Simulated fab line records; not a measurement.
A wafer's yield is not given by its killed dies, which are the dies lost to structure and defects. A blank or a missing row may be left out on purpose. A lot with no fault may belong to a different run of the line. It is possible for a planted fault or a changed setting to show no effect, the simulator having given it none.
Which tool did it? | flow sky130 | 12 lots with 36 wafers sampled at 2 steps, on a route of 708 steps

== WHAT THE GAUGES SHOWED, per wafer ==
SKY_METAL4_CD_MEAS_13 targets a cd of 300 nm.
lot  | measured     | on        | cd_nm (nm)
L323 | day 42 01:40 | cd_sem-01 | 299.1 299.2 298.8
L324 | day 42 10:02 | cd_sem-02 | 301.9 300.5 300.1
L325 | day 42 19:53 | cd_sem-01 | 301.0 299.7 300.3
L327 | day 43 09:41 | cd_sem-01 | 299.5 302.1 299.9
L328 | day 43 17:11 | cd_sem-02 | 299.3 298.7 298.8
L332 | day 44 19:37 | cd_sem-01 | 297.9 300.5 300.5
L334 | day 45 13:13 | cd_sem-02 | 300.3 301.0 301.4
L336 | day 46 05:42 | cd_sem-02 | 300.8 299.7 300.8
L338 | day 46 06:23 | cd_sem-01 | 301.0 302.2 300.1
L341 | day 47 01:47 | cd_sem-01 | 299.7 298.6 299.2
L342 | day 47 08:37 | cd_sem-02 | 299.7 301.2 300.0
L343 | day 47 14:40 | cd_sem-01 | 300.0 297.0 301.0

SKY_METAL4_OVL_MEAS_14.
lot  | measured     | on         | METAL4_OVL (nm)
L323 | day 42 01:47 | overlay-02 | 4 3 -2
L324 | day 42 10:09 | overlay-01 | -1 -4 3
L325 | day 42 19:59 | overlay-02 | -5 -6 -8
L327 | day 43 09:47 | overlay-01 | 0 4 4
L328 | day 43 17:17 | overlay-02 | -3 2 -1
L332 | day 44 19:43 | overlay-02 | 6 -1 5
L334 | day 45 13:18 | overlay-01 | 1 10 4
L336 | day 46 05:48 | overlay-01 | -1 3 1
L338 | day 46 06:30 | overlay-01 | -3 -5 -2
L341 | day 47 01:53 | overlay-01 | 6 13 4
L342 | day 47 08:42 | overlay-02 | 6 -2 -2
L343 | day 47 14:47 | overlay-02 | 5 5 6

== EACH LOT AND THE TOOL THAT RAN IT (in order: tool; ch and the chambers of the sampled wafers; start) ==
No process step before these readings appears in the record.

== WHAT THE TOOLS THEMSELVES READ (means of the sampled wafers that have a number; where no wafer has one, the mark that the record gives instead) ==
The record holds no such reading with a usual standard deviation.

== THE ANSWER, worked out from the rows above alone ==
Rule: the lots themselves supply what counts as usual. Put in order of their means at a reading, lots are off if they are a third of the lots or fewer, leave a main group of 4 or more, and stand apart from it by a gap of 3 or more times the standard deviation of the main group's means; of several such gaps the widest counts. The tables above print the reading to a certain number of digits; a main group whose means all agree to those digits is not used. Also off: a lot with no number at a reading for which 4 or more lots have one. Any other lot the step has rows for is counted as sound. The gauges are gone through in route order, then the tools' own readings, and for those a lot's mean is taken as printed above. The first step at which some lot is off is used, and at that step the reading that is off furthest; a lot without a number counts as furthest.
No lot is off on any of the readings shown, so nothing can be concluded from this.

== WHAT WAS PUT IN BY THE SIMULATOR ==
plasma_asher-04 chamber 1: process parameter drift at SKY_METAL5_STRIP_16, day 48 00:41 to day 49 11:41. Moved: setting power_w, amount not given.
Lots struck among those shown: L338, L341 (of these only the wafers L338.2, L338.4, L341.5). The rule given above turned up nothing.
